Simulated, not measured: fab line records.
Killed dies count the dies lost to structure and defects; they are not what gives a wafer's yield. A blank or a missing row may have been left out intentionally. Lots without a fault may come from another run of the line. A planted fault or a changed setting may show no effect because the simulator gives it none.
fab line records	flow gf180mcu	part 1 of 2: steps 1 to 35 of 45
[record] lots = 5	wafers = 15	lastDay = 34
route steps=602 shown VT_IMPLANT@92 MVSD@136
lots with no fault: from the same line, run without faults
startH: hours from the record's first day to the start of the lot's first wafer shown	waitH: time in hours since the lot's previous step	" as in the row above	L1.1+2: one row covering several wafers at once	- no value, or no start given	* or withheld: withheld	< > ~ a bound
route shown NAME@n: a module of which the file shows steps, and the number in the route of the first	usual: average and standard deviation across the fault-free wafers	same: alike in all rows	chamber/n: place in a boat	sites: the reading at each site	_std_site: standard deviation across them	_edge_site: mean of outer sites minus mean of inner sites	radiusMm: for every site, how far away it sits from the centre of the wafer	mask NAME#n: copy n	behind: the tool/chamber that last shaped the wafer	hold: reason for holding the lot/hours on hold/outcome of the hold	device: the n, p or np transistor that did not switch	end of line: tests of these same wafers at the route's end	where a step has no rows: the recipe by itself	killed: at the first sort, the dies lost to defects and structure; wafer yield is something else	map: the dies of a wafer, with x for killed, . for not killed, _ for no die there
set.NAME: the setting as run; set.NAME@STEP: as run at that earlier step	model.NAME: the simulator's own value behind a step, which no gauge read
lots seen at some steps along the route; tables by step, rows by wafer
services: a tool's chamber out of use, with start hour (startH, from the record's first day; less than 0 if before it), hours out, and reason
[[steps]]
[step GF_VT_IMPLANT_COAT_02]
[recipe] resist = NOVOLAK	spinRpm = 3000	resistThkNm = 1000
lot.wafer	tool	chamber	startH	waitH
L080.1+2+5	lithoTrack-02	0	139.89	0.1
L086.1+3+4	lithoTrack-03	0	174.87	0.1
L090.4+5+6	lithoTrack-04	0	200.04	0.1
L096.1+2+5	lithoTrack-02	0	235.89	0.1
L097.1+2+3	lithoTrack-03	0	244.07	0.1
[step GF_VT_IMPLANT_SOFTBAKE_03]
[recipe] tempC = 90	timeS = 60	resist = NOVOLAK
lot.wafer	tool	chamber	startH	waitH
L080.1+2+5	lithoTrack-02	0	140.04	0.1
L086.1+3+4	lithoTrack-03	0	175.02	0.1
L090.4+5+6	lithoTrack-04	0	200.19	0.1
L096.1+2+5	lithoTrack-02	0	236.04	0.1
L097.1+2+3	lithoTrack-03	0	244.22	0.1
[step GF_VT_IMPLANT_EXPOSE_04]
[recipe] maskId = LVPWELL_LV_AREA	targetCdNm = 600	na = 0.6	sourceShape = conventional	sigmaOuter = 0.6	doseMj = 138.4
lot.wafer	tool	chamber	startH	waitH	mask
L080.1+2+5	ilineStepper-01	0	-	-	LVPWELL_LV_AREA#0
L086.1+3+4	ilineStepper-01	0	-	-	LVPWELL_LV_AREA#0
L090.4+5+6	ilineStepper-01	0	-	-	LVPWELL_LV_AREA#0
L096.1+2+5	ilineStepper-02	0	-	-	LVPWELL_LV_AREA#0
L097.1+2+3	ilineStepper-02	0	-	-	LVPWELL_LV_AREA#0
[step GF_VT_IMPLANT_PEB_05]
[recipe] tempC = withheld	timeS = *	resist = NOVOLAK
lot.wafer	tool	chamber	startH	waitH
L080.1+2+5	lithoTrack-04	0	-	-
L086.1+3+4	lithoTrack-02	0	-	-
L090.4+5+6	lithoTrack-02	0	-	-
L096.1+2+5	lithoTrack-04	0	-	-
L097.1+2+3	lithoTrack-03	0	-	-
[step GF_VT_IMPLANT_DEVELOP_06]
[recipe] developTimeS = 60	devTempC = 23
lot.wafer	tool	chamber	startH	waitH
L080.1+2+5	lithoTrack-04	0	147.71	0.1
L086.1+3+4	lithoTrack-02	0	182.54	0.1
L090.4+5+6	lithoTrack-02	0	208.76	0.1
L096.1+2+5	lithoTrack-04	0	245.31	0.1
L097.1+2+3	lithoTrack-03	0	253.37	0.1
[step GF_VT_IMPLANT_OVL_MEAS_07]
[usual] VT_IMPLANT_OVL = -1.4/1.5
lot.wafer	tool	chamber	startH	waitH	VT_IMPLANT_OVL[nm]
L080.1	overlay-01	-	147.86	0.1	-2.9
L080.2	"	-	"	"	-3.5
L080.5	"	-	"	"	-1.2
L086.1	overlay-01	-	182.69	0.1	-2.4
L086.3	"	-	"	"	-3.0
L086.4	"	-	"	"	-3.1
L090.4	overlay-01	-	208.86	0.1	-1.5
L090.5	"	-	"	"	0.2
L090.6	"	-	"	"	1.3
L096.1	overlay-02	-	245.46	0.1	1.4
L096.2	"	-	"	"	2.0
L096.5	"	-	"	"	0.5
L097.1	overlay-01	-	253.52	0.1	-1.1
L097.2	"	-	"	"	-2.2
L097.3	"	-	"	"	-0.9
[step GF_VT_IMPLANT_IMPLANT_08]
[recipe] species = BF2	energyKev = 20	doseCm2 = 8.29e+12	tiltDeg = 7
[usual] endStationPressureTorr = 5.03e-06/2.9e-07
lot.wafer	tool	chamber	startH	waitH	endStationPressureTorr
L080.1	implanter-04	0	147.90	0.0	5.18e-06
L080.2	"	0	"	"	4.96e-06
L080.5	"	0	"	"	5.08e-06
L086.1	implanter-03	0	182.72	0.0	4.91e-06
L086.3	"	0	"	"	4.63e-06
L086.4	"	0	"	"	4.96e-06
L090.4	implanter-01	0	208.95	0.1	4.9e-06
L090.5	"	0	"	"	5.31e-06
L090.6	"	0	"	"	5.1e-06
L096.1	implanter-04	0	245.50	0.0	5.46e-06
L096.2	"	0	"	"	5e-06
L096.5	"	0	"	"	5.33e-06
L097.1	implanter-03	0	253.56	0.0	5.02e-06
L097.2	"	0	"	"	4.93e-06
L097.3	"	0	"	"	5.07e-06
[step GF_VT_IMPLANT_STRIP_09]
[recipe] chemistry = O2/N2	powerW = 1400	pressureMtorr = 1500	platenTempC = 250	o2FlowSccm = 3000	n2FlowSccm = 300	overashFraction = 0.5
[usual] drypumpMotorCurrentA = 5.5/0.31	heaterPowerW = 350/30	oesProductAu = 0.716/0.004	stripTimeToEndpointS = 12.63/0.036
lot.wafer	tool	chamber	startH	waitH	drypumpMotorCurrentA	heaterPowerW	oesProductAu	rfHoursCounterH	stripTimeToEndpointS
L080.1	plasmaAsher-02	1	148.05	0.1	5.6	355	0.717	51	12.69
L080.2	"	0	"	"	6.0	351	0.720	51	12.68
L080.5	"	1	"	"	5.5	359	0.723	-	12.63
L086.1	plasmaAsher-03	1	182.87	0.1	5.9	361	0.721	7	12.60
L086.3	"	1	"	"	5.9	367	0.718	-	12.56
L086.4	"	0	"	"	5.1	398	0.706	-	12.63
L090.4	plasmaAsher-01	1	209.06	0.1	5.4	306	0.711	-	12.66
L090.5	"	0	"	"	5.4	358	0.716	-	12.71
L090.6	"	1	"	"	5.4	306	0.714	-	12.62
L096.1	plasmaAsher-01	0	245.65	0.1	5.4	359	0.720	47	12.63
L096.2	"	1	"	"	5.3	305	0.716	47	12.68
L096.5	"	1	"	"	5.4	307	0.719	-	12.57
L097.1	plasmaAsher-01	0	253.71	0.1	5.4	355	0.709	48	12.74
L097.2	"	1	"	"	5.4	307	0.714	48	12.68
L097.3	"	0	"	"	5.4	362	0.713	-	12.68
[step GF_VT_IMPLANT_TW_MEAS_10]
[usual] VT_IMPLANT_TW = 561/5.4
lot.wafer	tool	chamber	startH	waitH	VT_IMPLANT_TW
L080.1	filmMetro-01	-	148.15	0.1	568
L080.2	"	-	"	"	564
L080.5	"	-	"	"	567
L086.1	filmMetro-01	-	182.97	0.1	567
L086.3	"	-	"	"	564
L086.4	"	-	"	"	562
L090.4	filmMetro-01	-	209.15	0.1	563
L090.5	"	-	"	"	563
L090.6	"	-	"	"	562
L096.1	filmMetro-03	-	245.75	0.1	561
L096.2	"	-	"	"	561
L096.5	"	-	"	"	559
L097.1	filmMetro-03	-	253.81	0.1	562
L097.2	"	-	"	"	558
L097.3	"	-	"	"	563
[step GF_VT_IMPLANT_DEHYDRATE_11]
[recipe] tempC = 200	timeS = 60
lot.wafer	tool	chamber	startH	waitH
L080.1+2+5	lithoTrack-04	0	155.11	7.0
L086.1+3+4	lithoTrack-03	0	190.07	7.1
L090.4+5+6	lithoTrack-04	0	217.48	8.3
L096.1+2+5	lithoTrack-03	0	254.57	8.8
L097.1+2+3	lithoTrack-03	0	262.02	8.2
[step GF_VT_IMPLANT_HMDS_12]
[recipe] primeTimeS = 60	primeTempC = 120
lot.wafer	tool	chamber	startH	waitH
L080.1+2+5	lithoTrack-04	0	155.26	0.1
L086.1+3+4	lithoTrack-03	0	190.22	0.1
L090.4+5+6	lithoTrack-04	0	217.63	0.1
L096.1+2+5	lithoTrack-03	0	254.72	0.1
L097.1+2+3	lithoTrack-03	0	262.17	0.1
[step GF_VT_IMPLANT_COAT_13]
[recipe] resist = NOVOLAK	spinRpm = 3000	resistThkNm = 1000
lot.wafer	tool	chamber	startH	waitH
L080.1+2+5	lithoTrack-04	0	155.41	0.1
L086.1+3+4	lithoTrack-03	0	190.37	0.1
L090.4+5+6	lithoTrack-04	0	217.78	0.1
L096.1+2+5	lithoTrack-03	0	254.87	0.1
L097.1+2+3	lithoTrack-03	0	262.32	0.1
[step GF_VT_IMPLANT_SOFTBAKE_14]
[recipe] tempC = 90	timeS = 60	resist = NOVOLAK
lot.wafer	tool	chamber	startH	waitH
L080.1+2+5	lithoTrack-04	0	155.56	0.1
L086.1+3+4	lithoTrack-03	0	190.52	0.1
L090.4+5+6	lithoTrack-04	0	217.93	0.1
L096.1+2+5	lithoTrack-03	0	255.02	0.1
L097.1+2+3	lithoTrack-03	0	262.47	0.1
[step GF_VT_IMPLANT_EXPOSE_15]
[recipe] maskId = Nwell_LV_AREA	targetCdNm = 860	na = 0.6	sourceShape = conventional	sigmaOuter = 0.6	doseMj = 140
lot.wafer	tool	chamber	startH	waitH	mask
L080.1+2+5	ilineStepper-02	0	-	-	Nwell_LV_AREA#0
L086.1+3+4	ilineStepper-01	0	-	-	Nwell_LV_AREA#0
L090.4+5+6	ilineStepper-02	0	-	-	Nwell_LV_AREA#0
L096.1+2+5	ilineStepper-01	0	-	-	Nwell_LV_AREA#0
L097.1+2+3	ilineStepper-02	0	-	-	Nwell_LV_AREA#0
[step GF_VT_IMPLANT_PEB_16]
[recipe] tempC = withheld	timeS = *	resist = NOVOLAK
lot.wafer	tool	chamber	startH	waitH
L080.1+2+5	lithoTrack-04	0	-	-
L086.1+3+4	lithoTrack-02	0	-	-
L090.4+5+6	lithoTrack-03	0	-	-
L096.1+2+5	lithoTrack-02	0	-	-
L097.1+2+3	lithoTrack-03	0	-	-
[step GF_VT_IMPLANT_DEVELOP_17]
[recipe] developTimeS = 60	devTempC = 23
lot.wafer	tool	chamber	startH	waitH
L080.1+2+5	lithoTrack-04	0	163.41	0.1
L086.1+3+4	lithoTrack-02	0	198.89	0.1
L090.4+5+6	lithoTrack-03	0	226.65	0.1
L096.1+2+5	lithoTrack-02	0	263.49	0.1
L097.1+2+3	lithoTrack-03	0	271.97	0.1
[step GF_VT_IMPLANT_OVL_MEAS_18]
[usual] VT_IMPLANT_01_OVL = -0.1/1.3
lot.wafer	tool	chamber	startH	waitH	VT_IMPLANT_01_OVL[nm]
L080.1	overlay-01	-	163.56	0.1	1.1
L080.2	"	-	"	"	0.5
L080.5	"	-	"	"	2.4
L086.1	overlay-01	-	199.04	0.1	2.2
L086.3	"	-	"	"	0.0
L086.4	"	-	"	"	-0.1
L090.4	overlay-01	-	226.74	0.1	-0.7
L090.5	"	-	"	"	0.5
L090.6	"	-	"	"	-1.1
L096.1	overlay-01	-	263.64	0.1	-1.8
L096.2	"	-	"	"	-3.0
L096.5	"	-	"	"	-2.6
L097.1	overlay-01	-	272.12	0.1	1.2
L097.2	"	-	"	"	1.9
L097.3	"	-	"	"	1.7
[step GF_VT_IMPLANT_IMPLANT_19]
[recipe] species = As	energyKev = 100	doseCm2 = 4.35e+12	tiltDeg = 7
[usual] endStationPressureTorr = 5.03e-06/2.5e-07
lot.wafer	tool	chamber	startH	waitH	endStationPressureTorr
L080.1	implanter-03	0	163.60	0.0	5.55e-06
L080.2	"	0	"	"	5.36e-06
L080.5	"	0	"	"	4.93e-06
L086.1	implanter-01	0	199.07	0.0	5.28e-06
L086.3	"	0	"	"	5.31e-06
L086.4	"	0	"	"	4.63e-06
L090.4	implanter-04	0	226.83	0.1	5.68e-06
L090.5	"	0	"	"	5.42e-06
L090.6	"	0	"	"	5.03e-06
L096.1	implanter-04	0	263.67	0.0	5.15e-06
L096.2	"	0	"	"	5.21e-06
L096.5	"	0	"	"	4.87e-06
L097.1	implanter-01	0	272.16	0.0	4.73e-06
L097.2	"	0	"	"	4.89e-06
L097.3	"	0	"	"	5.19e-06
[step GF_VT_IMPLANT_STRIP_20]
[recipe] chemistry = O2/N2	powerW = 1400	pressureMtorr = 1500	platenTempC = 250	o2FlowSccm = 3000	n2FlowSccm = 300	overashFraction = 0.5
[usual] drypumpMotorCurrentA = 5.6/0.37	heaterPowerW = 362/29	oesProductAu = 0.716/0.0045	stripTimeToEndpointS = 12.62/0.033
lot.wafer	tool	chamber	startH	waitH	drypumpMotorCurrentA	heaterPowerW	oesProductAu	rfHoursCounterH	stripTimeToEndpointS
L080.1	plasmaAsher-03	1	163.75	0.1	5.9	362	0.719	5	12.63
L080.2	"	0	"	"	5.1	400	0.720	5	12.62
L080.5	"	0	"	"	5.1	409	0.718	-	12.62
L086.1	plasmaAsher-02	0	199.22	0.1	6.1	342	0.710	57	12.56
L086.3	"	1	"	"	5.6	351	0.708	-	12.60
L086.4	"	0	"	"	6.0	342	0.718	-	12.59
L090.4	plasmaAsher-03	1	226.94	0.1	6.0	363	0.715	-	12.60
L090.5	"	1	"	"	6.0	353	0.721	-	12.63
L090.6	"	0	"	"	5.1	408	0.716	-	12.61
L096.1	plasmaAsher-03	0	263.82	0.1	5.1	412	0.713	16	12.66
L096.2	"	1	"	"	6.0	350	0.721	16	12.64
L096.5	"	0	"	"	5.1	405	0.719	-	12.65
L097.1	plasmaAsher-02	1	272.31	0.1	5.6	366	0.710	65	12.71
L097.2	"	0	"	"	6.0	348	0.714	65	12.65
L097.3	"	0	"	"	6.0	341	0.715	-	12.65
[step GF_VT_IMPLANT_TW_MEAS_21]
[usual] VT_IMPLANT_2_TW = 1204/10
lot.wafer	tool	chamber	startH	waitH	VT_IMPLANT_2_TW
L080.1	filmMetro-03	-	163.85	0.1	1209
L080.2	"	-	"	"	1204
L080.5	"	-	"	"	1210
L086.1	filmMetro-04	-	199.32	0.1	1190
L086.3	"	-	"	"	1187
L086.4	"	-	"	"	1187
L090.4	filmMetro-04	-	227.07	0.1	1198
L090.5	"	-	"	"	1198
L090.6	"	-	"	"	1196
L096.1	filmMetro-04	-	263.92	0.1	1191
L096.2	"	-	"	"	1189
L096.5	"	-	"	"	1196
L097.1	filmMetro-01	-	272.41	0.1	1217
L097.2	"	-	"	"	1208
L097.3	"	-	"	"	1213
[step GF_VT_IMPLANT_DEHYDRATE_22]
[recipe] tempC = 200	timeS = 60
lot.wafer	tool	chamber	startH	waitH
L080.1+2+5	lithoTrack-02	0	171.29	7.4
L086.1+3+4	lithoTrack-02	0	207.29	8.0
L090.4+5+6	lithoTrack-04	0	235.78	8.7
L096.1+2+5	lithoTrack-02	0	273.09	9.2
L097.1+2+3	lithoTrack-03	0	281.62	9.2
[step GF_VT_IMPLANT_HMDS_23]
[recipe] primeTimeS = 60	primeTempC = 120
lot.wafer	tool	chamber	startH	waitH
L080.1+2+5	lithoTrack-02	0	171.44	0.1
L086.1+3+4	lithoTrack-02	0	207.44	0.1
L090.4+5+6	lithoTrack-04	0	235.93	0.1
L096.1+2+5	lithoTrack-02	0	273.24	0.1
L097.1+2+3	lithoTrack-03	0	281.77	0.1
[step GF_VT_IMPLANT_COAT_24]
[recipe] resist = NOVOLAK	spinRpm = 3000	resistThkNm = 1000
lot.wafer	tool	chamber	startH	waitH
L080.1+2+5	lithoTrack-02	0	171.59	0.1
L086.1+3+4	lithoTrack-02	0	207.59	0.1
L090.4+5+6	lithoTrack-04	0	236.08	0.1
L096.1+2+5	lithoTrack-02	0	273.39	0.1
L097.1+2+3	lithoTrack-03	0	281.92	0.1
[step GF_VT_IMPLANT_SOFTBAKE_25]
[recipe] tempC = 88.86	timeS = 60	resist = NOVOLAK
lot.wafer	tool	chamber	startH	waitH
L080.1+2+5	lithoTrack-02	0	171.74	0.1
L086.1+3+4	lithoTrack-02	0	207.74	0.1
L090.4+5+6	lithoTrack-04	0	236.23	0.1
L096.1+2+5	lithoTrack-02	0	273.54	0.1
L097.1+2+3	lithoTrack-03	0	282.07	0.1
[step GF_VT_IMPLANT_EXPOSE_26]
[recipe] maskId = LVPWELL_HV_AREA	targetCdNm = 860	na = 0.6	sourceShape = conventional	sigmaOuter = 0.6	doseMj = 140
lot.wafer	tool	chamber	startH	waitH	mask
L080.1+2+5	ilineStepper-02	0	-	-	LVPWELL_HV_AREA#0
L086.1+3+4	ilineStepper-01	0	-	-	LVPWELL_HV_AREA#0
L090.4+5+6	ilineStepper-02	0	-	-	LVPWELL_HV_AREA#0
L096.1+2+5	ilineStepper-02	0	-	-	LVPWELL_HV_AREA#0
L097.1+2+3	ilineStepper-01	0	-	-	LVPWELL_HV_AREA#0
[step GF_VT_IMPLANT_PEB_27]
[recipe] tempC = withheld	timeS = *	resist = NOVOLAK
lot.wafer	tool	chamber	startH	waitH
L080.1+2+5	lithoTrack-04	0	-	-
L086.1+3+4	lithoTrack-02	0	-	-
L090.4+5+6	lithoTrack-02	0	-	-
L096.1+2+5	lithoTrack-02	0	-	-
L097.1+2+3	lithoTrack-03	0	-	-
[step GF_VT_IMPLANT_DEVELOP_28]
[recipe] developTimeS = 60	devTempC = 23
lot.wafer	tool	chamber	startH	waitH
L080.1+2+5	lithoTrack-04	0	180.06	0.1
L086.1+3+4	lithoTrack-02	0	216.34	0.1
L090.4+5+6	lithoTrack-02	0	245.41	0.1
L096.1+2+5	lithoTrack-02	0	282.69	0.1
L097.1+2+3	lithoTrack-03	0	291.57	0.1
[step GF_VT_IMPLANT_OVL_MEAS_29]
[usual] VT_IMPLANT_02_OVL = -0.9/1.1
lot.wafer	tool	chamber	startH	waitH	VT_IMPLANT_02_OVL[nm]
L080.1	overlay-02	-	180.21	0.1	-0.1
L080.2	"	-	"	"	-0.8
L080.5	"	-	"	"	-1.1
L086.1	overlay-01	-	216.49	0.1	-0.2
L086.3	"	-	"	"	-0.6
L086.4	"	-	"	"	-1.0
L090.4	overlay-01	-	245.51	0.1	0.5
L090.5	"	-	"	"	-1.4
L090.6	"	-	"	"	-0.4
L096.1	overlay-02	-	282.84	0.1	-0.1
L096.2	"	-	"	"	0.0
L096.5	"	-	"	"	1.1
L097.1	overlay-02	-	291.72	0.1	-2.2
L097.2	"	-	"	"	-2.1
L097.3	"	-	"	"	-0.7
[step GF_VT_IMPLANT_IMPLANT_30]
[recipe] species = B	energyKev = 25	doseCm2 = 2.534e+12	tiltDeg = 7
[usual] endStationPressureTorr = 5.01e-06/2.7e-07
lot.wafer	tool	chamber	startH	waitH	endStationPressureTorr
L080.1	implanter-01	0	180.25	0.0	4.96e-06
L080.2	"	0	"	"	5.05e-06
L080.5	"	0	"	"	4.86e-06
L086.1	implanter-01	0	216.52	0.0	5.52e-06
L086.3	"	0	"	"	4.37e-06
L086.4	"	0	"	"	4.72e-06
L090.4	implanter-03	0	245.60	0.1	5.03e-06
L090.5	"	0	"	"	5.27e-06
L090.6	"	0	"	"	4.59e-06
L096.1	implanter-04	0	282.87	0.0	4.85e-06
L096.2	"	0	"	"	4.97e-06
L096.5	"	0	"	"	5.02e-06
L097.1	implanter-04	0	291.76	0.0	5.01e-06
L097.2	"	0	"	"	4.86e-06
L097.3	"	0	"	"	4.79e-06
[step GF_VT_IMPLANT_STRIP_31]
[recipe] chemistry = O2/N2	powerW = 1400	pressureMtorr = 1500	platenTempC = 250	o2FlowSccm = 3000	n2FlowSccm = 300	overashFraction = 0.5
[usual] drypumpMotorCurrentA = 5.6/0.33	heaterPowerW = 353/27	oesProductAu = 0.716/0.0041	stripTimeToEndpointS = 12.66/0.035
lot.wafer	tool	chamber	startH	waitH	drypumpMotorCurrentA	heaterPowerW	oesProductAu	rfHoursCounterH	stripTimeToEndpointS
L080.1	plasmaAsher-01	0	180.40	0.1	5.4	361	0.717	40	12.63
L080.2	"	1	"	"	5.4	306	0.715	40	12.59
L080.5	"	1	"	"	5.4	304	0.715	-	12.64
L086.1	plasmaAsher-01	0	216.67	0.1	5.4	361	0.711	44	12.72
L086.3	"	0	"	"	5.3	353	0.717	-	12.70
L086.4	"	1	"	"	5.4	312	0.716	-	12.71
L090.4	plasmaAsher-02	0	245.71	0.1	6.1	339	0.715	-	12.67
L090.5	"	0	"	"	6.1	331	0.723	-	12.61
L090.6	"	1	"	"	5.6	357	0.723	-	12.66
L096.1	plasmaAsher-02	0	283.02	0.1	6.0	336	0.710	67	12.65
L096.2	"	1	"	"	5.6	368	0.723	67	12.62
L096.5	"	1	"	"	5.6	362	0.717	-	12.66
L097.1	plasmaAsher-03	0	291.91	0.1	5.0	406	0.718	19	12.66
L097.2	"	1	"	"	6.0	353	0.712	19	12.69
L097.3	"	0	"	"	5.1	408	0.720	-	12.64
[step GF_VT_IMPLANT_TW_MEAS_32]
[usual] VT_IMPLANT_3_TW = 267.1/2.3
lot.wafer	tool	chamber	startH	waitH	VT_IMPLANT_3_TW
L080.1	filmMetro-01	-	180.50	0.1	269.0
L080.2	"	-	"	"	268.3
L080.5	"	-	"	"	268.8
L086.1	filmMetro-03	-	216.77	0.1	266.4
L086.3	"	-	"	"	266.5
L086.4	"	-	"	"	266.4
L090.4	filmMetro-01	-	245.80	0.1	268.4
L090.5	"	-	"	"	268.9
L090.6	"	-	"	"	268.8
L096.1	filmMetro-03	-	283.12	0.1	268.7
L096.2	"	-	"	"	269.0
L096.5	"	-	"	"	269.8
L097.1	filmMetro-01	-	292.01	0.1	269.7
L097.2	"	-	"	"	269.4
L097.3	"	-	"	"	268.7
[step GF_VT_IMPLANT_DEHYDRATE_33]
[recipe] tempC = 200	timeS = 60
lot.wafer	tool	chamber	startH	waitH
L080.1+2+5	lithoTrack-03	0	187.82	7.3
L086.1+3+4	lithoTrack-02	0	224.84	8.1
L090.4+5+6	lithoTrack-04	0	254.83	9.0
L096.1+2+5	lithoTrack-02	0	292.19	9.1
L097.1+2+3	lithoTrack-02	0	301.34	9.3
[step GF_VT_IMPLANT_HMDS_34]
[recipe] primeTimeS = 60	primeTempC = 120
lot.wafer	tool	chamber	startH	waitH
L080.1+2+5	lithoTrack-03	0	187.97	0.1
L086.1+3+4	lithoTrack-02	0	224.99	0.1
L090.4+5+6	lithoTrack-04	0	254.98	0.1
L096.1+2+5	lithoTrack-02	0	292.34	0.1
L097.1+2+3	lithoTrack-02	0	301.49	0.1
[step GF_VT_IMPLANT_COAT_35]
[recipe] resist = NOVOLAK	spinRpm = 3000	resistThkNm = 1000
lot.wafer	tool	chamber	startH	waitH
L080.1+2+5	lithoTrack-03	0	188.12	0.1
L086.1+3+4	lithoTrack-02	0	225.14	0.1
L090.4+5+6	lithoTrack-04	0	255.13	0.1
L096.1+2+5	lithoTrack-02	0	292.49	0.1
L097.1+2+3	lithoTrack-02	0	301.64	0.1
[step GF_VT_IMPLANT_SOFTBAKE_36]
[recipe] tempC = 89.66	timeS = 60	resist = NOVOLAK
lot.wafer	tool	chamber	startH	waitH
L080.1+2+5	lithoTrack-03	0	188.27	0.1
L086.1+3+4	lithoTrack-02	0	225.29	0.1
L090.4+5+6	lithoTrack-04	0	255.28	0.1
L096.1+2+5	lithoTrack-02	0	292.64	0.1
L097.1+2+3	lithoTrack-02	0	301.79	0.1
